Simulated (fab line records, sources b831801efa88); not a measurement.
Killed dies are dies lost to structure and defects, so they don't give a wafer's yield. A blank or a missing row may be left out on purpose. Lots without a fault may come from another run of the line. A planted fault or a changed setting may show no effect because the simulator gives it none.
fab line records | flow sky130
record lots=5 wafers=15 last_day=49
route steps=708 shown FIELD_ISO@3
lots that met no fault: from a run of the same line without faults
start_h: hours from the record's first day to the start of the lot's first wafer shown | wait_h: hours since the lot's step before | " the same as in the row above | L1.1+2: a row that stands for several wafers | - no value, or no start given | * or withheld: withheld | < > ~ a bound
route shown NAME@n: a module of which the file shows steps, and the number in the route of the first | usual: mean/standard deviation of fault-free wafers | same: alike in all rows | chamber/n: place in a boat | sites: the reading at each site | _std_site: their standard deviation | _edge_site: outer sites' mean less inner sites' | radius_mm: how far each site lies from the wafer's centre | mask NAME#n: copy n | behind: the tool/chamber that last shaped the wafer | hold: why the lot was held/for how many hours/how that ended | device: the transistor (n, p or np) that didn't switch | end of line: the same wafers' tests at the end of the route | a step without rows: its recipe alone | killed: dies lost to structure and defects at the first sort, not the wafer's yield | map: a wafer's dies, x killed, . not, _ none there
set.NAME: the setting as run; set.NAME@STEP: as run at that earlier step | model.NAME: the simulator's own value behind a step, which no gauge read
lots at some steps of the route; a table a step, a row a wafer
services: from which hour (start_h, from the record's first day; less than 0 if before it) a tool's chamber was out of use, for how many hours, and why
## steps
# step SKY_FIELD_ISO_THK_MEAS_02
# recipe reads=SiO2_of_FIELD_ISO_OXIDATION_01
# usual FIELD_ISO_OXIDATION_00_THK=12.13/0.19
# columns lot.wafer tool chamber start_h wait_h FIELD_ISO_OXIDATION_00_THK[nm]
L075.3 film_metro-04 - 18.43 0.0 12.14
L075.5 " - " " 12.00
L075.6 " - " " 11.94
L076.2 film_metro-02 - 22.71 0.0 12.14
L076.4 " - " " 12.00
L076.5 " - " " 12.07
L086.3 film_metro-04 - 72.51 0.0 12.22
L086.5 " - " " 12.12
L086.6 " - " " 12.15
L091.1 film_metro-02 - 99.14 0.0 12.03
L091.2 " - " " 12.07
L091.4 " - " " 12.19
L094.2 film_metro-02 - 111.81 0.0 11.89
L094.3 " - " " 12.04
L094.5 " - " " 12.02
# step SKY_FIELD_ISO_CVD_03
# recipe material=Si3N4 precursor=DCS/NH3 target_thk_nm=165 temp_c=770 time_s=2830 pressure_mtorr=250
# usual pressure_mtorr=250.1/0.46 zone_power_centre_pct=12.0/0.83
# columns lot.wafer tool chamber start_h wait_h pressure_mtorr zone_power_centre_pct
L075.3 lpcvd-02 0 18.47 0.0 250.6 12.9
L075.5 " 0 " " 250.6 12.5
L075.6 " 0 " " 250.7 12.4
L076.2 lpcvd-02 1 22.76 0.0 250.7 11.0
L076.4 " 1 " " 250.2 11.1
L076.5 " 1 " " 250.9 11.2
L086.3 lpcvd-02 0 72.55 0.0 250.1 12.6
L086.5 " 0 " " 249.9 12.7
L086.6 " 0 " " 250.4 12.7
L091.1 lpcvd-02 0 99.20 0.1 250.4 12.7
L091.2 " 0 " " 250.3 12.8
L091.4 " 0 " " 250.7 12.7
L094.2 lpcvd-02 1 111.86 0.0 250.5 11.0
L094.3 " 1 " " 249.5 11.0
L094.5 " 1 " " 250.1 11.0
# step SKY_FIELD_ISO_THK_MEAS_04
# recipe reads=Si3N4_of_FIELD_ISO_CVD_03
# usual FIELD_ISO_CVD_03_THK=166.0/1.5
# columns lot.wafer tool chamber start_h wait_h FIELD_ISO_CVD_03_THK[nm]
L075.3 film_metro-04 - 20.28 0.0 165.6
L075.5 " - " " 165.5
L075.6 " - " " 165.1
L076.2 film_metro-04 - 24.56 0.0 166.0
L076.4 " - " " 166.1
L076.5 " - " " 164.1
L086.3 film_metro-04 - 74.35 0.0 165.8
L086.5 " - " " 166.9
L086.6 " - " " 166.9
L091.1 film_metro-04 - 100.99 0.0 164.1
L091.2 " - " " 165.0
L091.4 " - " " 164.9
L094.2 film_metro-04 - 113.65 0.0 164.7
L094.3 " - " " 164.7
L094.5 " - " " 165.5
# step SKY_FIELD_ISO_DEHYDRATE_05
# recipe temp_c=200 time_s=60
# usual exhaust_pa=44.9/0.9
# columns lot.wafer tool chamber start_h wait_h exhaust_pa
L075.3 litho_track-03 0 27.14 6.9 45.3
L075.5 " 0 " " 45.3
L075.6 " 0 " " 44.3
L076.2 litho_track-01 0 31.65 7.1 44.7
L076.4 " 0 " " 45.6
L076.5 " 0 " " 44.7
L086.3 litho_track-01 0 81.67 7.3 46.0
L086.5 " 0 " " 44.3
L086.6 " 0 " " 45.5
L091.1 litho_track-03 0 109.84 8.8 45.0
L091.2 " 0 " " 45.0
L091.4 " 0 " " 44.5
L094.2 litho_track-01 0 122.00 8.3 45.8
L094.3 " 0 " " 45.8
L094.5 " 0 " " 46.1
# step SKY_FIELD_ISO_HMDS_06
# recipe prime_time_s=60 prime_temp_c=120
# usual exhaust_pa=45.1/0.83
# columns lot.wafer tool chamber start_h wait_h exhaust_pa
L075.3 litho_track-03 0 27.29 0.1 44.5
L075.5 " 0 " " 46.2
L075.6 " 0 " " 46.2
L076.2 litho_track-01 0 31.80 0.1 45.5
L076.4 " 0 " " 44.4
L076.5 " 0 " " 45.8
L086.3 litho_track-01 0 81.82 0.1 45.9
L086.5 " 0 " " 46.4
L086.6 " 0 " " 45.1
L091.1 litho_track-03 0 109.99 0.1 43.5
L091.2 " 0 " " 44.2
L091.4 " 0 " " 44.3
L094.2 litho_track-01 0 122.15 0.1 46.4
L094.3 " 0 " " 46.7
L094.5 " 0 " " 46.7
# step SKY_FIELD_ISO_COAT_07
# recipe resist=BARC temp_c=withheld time_s=withheld spin_rpm=3000 resist_thk_nm=60
# usual exhaust_pa=45.0/1
# columns lot.wafer tool chamber start_h wait_h exhaust_pa
L075.3 litho_track-03 0 27.44 0.1 44.3
L075.5 " 0 " " 45.6
L075.6 " 0 " " 44.5
L076.2 litho_track-01 0 31.95 0.1 44.3
L076.4 " 0 " " 45.2
L076.5 " 0 " " 44.8
L086.3 litho_track-01 0 81.97 0.1 45.1
L086.5 " 0 " " 45.0
L086.6 " 0 " " 45.7
L091.1 litho_track-03 0 110.14 0.1 47.1
L091.2 " 0 " " 46.2
L091.4 " 0 " " 45.6
L094.2 litho_track-01 0 122.30 0.1 45.6
L094.3 " 0 " " 44.2
L094.5 " 0 " " 47.0
# step SKY_FIELD_ISO_COAT_08
# recipe resist=KrF-thick spin_rpm=3000 resist_thk_nm=450
# usual exhaust_pa=44.8/0.83
# columns lot.wafer tool chamber start_h wait_h exhaust_pa
L075.3 litho_track-03 0 - - 43.8
L075.5 " 0 " " 45.0
L075.6 " 0 " " 45.4
L076.2 litho_track-01 0 - - 45.8
L076.4 " 0 " " 44.0
L076.5 " 0 " " 45.7
L086.3 litho_track-01 0 - - 44.8
L086.5 " 0 " " 45.0
L086.6 " 0 " " 44.4
L091.1 litho_track-03 0 - - 45.6
L091.2 " 0 " " 43.5
L091.4 " 0 " " 43.4
L094.2 litho_track-01 0 - - 43.9
L094.3 " 0 " " 44.3
L094.5 " 0 " " 45.4
# step SKY_FIELD_ISO_SOFTBAKE_09
# recipe temp_c=100 time_s=90 resist=KrF-thick
# usual exhaust_pa=44.8/1.1
# columns lot.wafer tool chamber start_h wait_h exhaust_pa
L075.3 litho_track-03 0 - - 45.3
L075.5 " 0 " " 45.3
L075.6 " 0 " " 45.0
L076.2 litho_track-01 0 - - 43.6
L076.4 " 0 " " 43.3
L076.5 " 0 " " 43.0
L086.3 litho_track-01 0 - - 44.8
L086.5 " 0 " " 45.0
L086.6 " 0 " " 45.4
L091.1 litho_track-03 0 - - 43.3
L091.2 " 0 " " 42.0
L091.4 " 0 " " 42.3
L094.2 litho_track-01 0 - - 45.2
L094.3 " 0 " " 45.1
L094.5 " 0 " " 47.3
# step SKY_FIELD_ISO_EXPOSE_10
# recipe mask_id=FOM na=0.68 source_shape=annular sigma_inner=0.4 sigma_outer=0.8 target_cd_nm=150 dose_mj=28
# same na=0.68 sigma_outer=0.8
# columns lot.wafer tool chamber start_h wait_h mask
L075.3+5+6 krf_scanner-01 0 - - FOM#0
L076.2+4+5 krf_scanner-02 0 - - FOM#0
L086.3+5+6 krf_scanner-01 0 - - FOM#0
L091.1+2+4 krf_scanner-02 0 - - FOM#0
L094.2+3+5 krf_scanner-01 0 - - FOM#0
# step SKY_FIELD_ISO_PEB_11
# recipe peb_temp_c=withheld peb_time_s=withheld resist=KrF-thick
# usual exhaust_pa=45.2/0.93
# columns lot.wafer tool chamber start_h wait_h exhaust_pa
L075.3 litho_track-01 0 - - 44.2
L075.5 " 0 " " 43.6
L075.6 " 0 " " 44.2
L076.2 litho_track-01 0 - - 46.3
L076.4 " 0 " " 44.6
L076.5 " 0 " " 45.1
L086.3 litho_track-04 0 - - 44.2
L086.5 " 0 " " 46.5
L086.6 " 0 " " 44.1
L091.1 litho_track-03 0 - - 45.6
L091.2 " 0 " " 45.5
L091.4 " 0 " " 45.8
L094.2 litho_track-04 0 - - 44.9
L094.3 " 0 " " 45.6
L094.5 " 0 " " 43.6
# step SKY_FIELD_ISO_DEVELOP_12
# recipe develop_time_s=60 resist=KrF-thick dev_temp_c=21
# usual exhaust_pa=45.0/0.89
# columns lot.wafer tool chamber start_h wait_h exhaust_pa
L075.3 litho_track-01 0 - - 46.0
L075.5 " 0 " " 46.1
L075.6 " 0 " " 46.2
L076.2 litho_track-01 0 - - 45.2
L076.4 " 0 " " 47.0
L076.5 " 0 " " 44.1
L086.3 litho_track-04 0 - - 43.2
L086.5 " 0 " " 44.4
L086.6 " 0 " " 45.7
L091.1 litho_track-03 0 - - 45.7
L091.2 " 0 " " 44.8
L091.4 " 0 " " 44.3
L094.2 litho_track-04 0 - - 44.8
L094.3 " 0 " " 44.8
L094.5 " 0 " " 45.9
# step SKY_FIELD_ISO_CD_MEAS_13
# recipe target_cd_nm=150
# usual cd_nm=150.0/1.4
# columns lot.wafer tool chamber start_h wait_h cd_nm
L075.3 cd_sem-02 - 35.26 - 149.8
L075.5 " - " " 150.7
L075.6 " - " " 150.3
L076.2 cd_sem-02 - 39.74 - 148.9
L076.4 " - " " 150.4
L076.5 " - " " 151.2
L086.3 cd_sem-02 - 90.88 - 152.1
L086.5 " - " " 151.3
L086.6 " - " " 152.1
L091.1 cd_sem-01 - 119.44 - 149.4
L091.2 " - " " 148.2
L091.4 " - " " 149.0
L094.2 cd_sem-01 - 131.76 - 148.3
L094.3 " - " " 151.5
L094.5 " - " " 149.8
# step SKY_FIELD_ISO_ETCH_14
# recipe chemistry=N2/H2 target=BARC ion_energy_ev=200 source_w=500 bias_w=100 pressure_mtorr=30 n2_flow_sccm=100 h2_flow_sccm=200 stop_on=SiO2 time_s=45.9 target_depth_a=600
# usual bias_w=100.0/0.32 drypump_motor_current_A=5.9/0.35 oes_product_au=0.855/0.0046 rf_fwd_power_W=494.8/2 throttle_valve_pct=13.224/0.0091
# columns lot.wafer tool chamber start_h wait_h bias_w drypump_motor_current_A oes_product_au rf_fwd_power_W rf_hours_counter_h throttle_valve_pct
L075.3 rie_diel-04 1 35.34 0.1 100.6 5.9 0.849 497.7 18 13.234
L075.5 " 1 " " 100.4 5.9 0.862 497.1 - 13.222
L075.6 " 0 " " 100.2 6.5 0.852 491.4 - 13.231
L076.2 rie_diel-02 0 39.84 0.1 100.1 5.6 0.850 495.9 0 13.222
L076.4 " 3 " " 99.7 6.2 0.859 493.5 - 13.220
L076.5 " 0 " " 100.0 5.6 0.852 495.7 - 13.231
L086.3 rie_diel-01 1 90.96 0.1 100.1 5.7 0.859 490.9 55 13.222
L086.5 " 2 " " 99.8 6.2 0.859 492.5 - 13.219
L086.6 " 1 " " 99.9 5.7 0.850 492.9 - 13.202
L091.1 rie_diel-02 3 119.56 0.1 99.9 6.2 0.847 497.9 3 13.222
L091.2 " 0 " " 100.3 5.6 0.857 495.7 1 13.244
L091.4 " 3 " " 100.1 6.2 0.854 496.9 - 13.224
L094.2 rie_diel-01 3 131.86 0.1 99.7 5.5 0.861 492.0 100 13.216
L094.3 " 1 " " 99.9 5.7 0.859 492.8 56 13.236
L094.5 " 3 " " 99.9 5.5 0.863 495.4 - 13.231
## services
# columns tool chamber start_h hours kind
krf_scanner-01 - -2.66 0.8 pm
rie_diel-04 1 2.00 9.0 repair
krf_scanner-02 - 2.02 4.4 pm
rie_diel-02 0 5.93 - clean
rie_diel-02 0 5.93 21.7 scheduled_down
rie_diel-02 0 5.93 21.7 vent_cycle
litho_track-03 - 6.78 - consumable_replace:filter
rie_diel-04 2 13.82 6.2 repair
krf_scanner-02 0 13.87 - calibration
krf_scanner-02 - 14.56 2.1 repair
krf_scanner-01 - 16.61 1.0 pm
rie_diel-04 3 26.60 3.2 repair
rie_diel-01 3 27.23 14.1 repair
krf_scanner-01 - 30.25 1.3 pm
rie_diel-02 1 35.90 11.8 repair
krf_scanner-01 - 52.10 3.6 pm
krf_scanner-02 - 55.66 1.0 pm
krf_scanner-02 - 57.35 0.8 pm
krf_scanner-02 - 60.45 1.3 pm
rie_diel-04 0 63.55 25.3 repair
krf_scanner-01 - 79.61 1.8 repair
rie_diel-04 0 100.85 8.2 repair
litho_track-01 - 103.08 - consumable_replace:filter
rie_diel-02 1 117.67 5.0 repair
## key
fault none
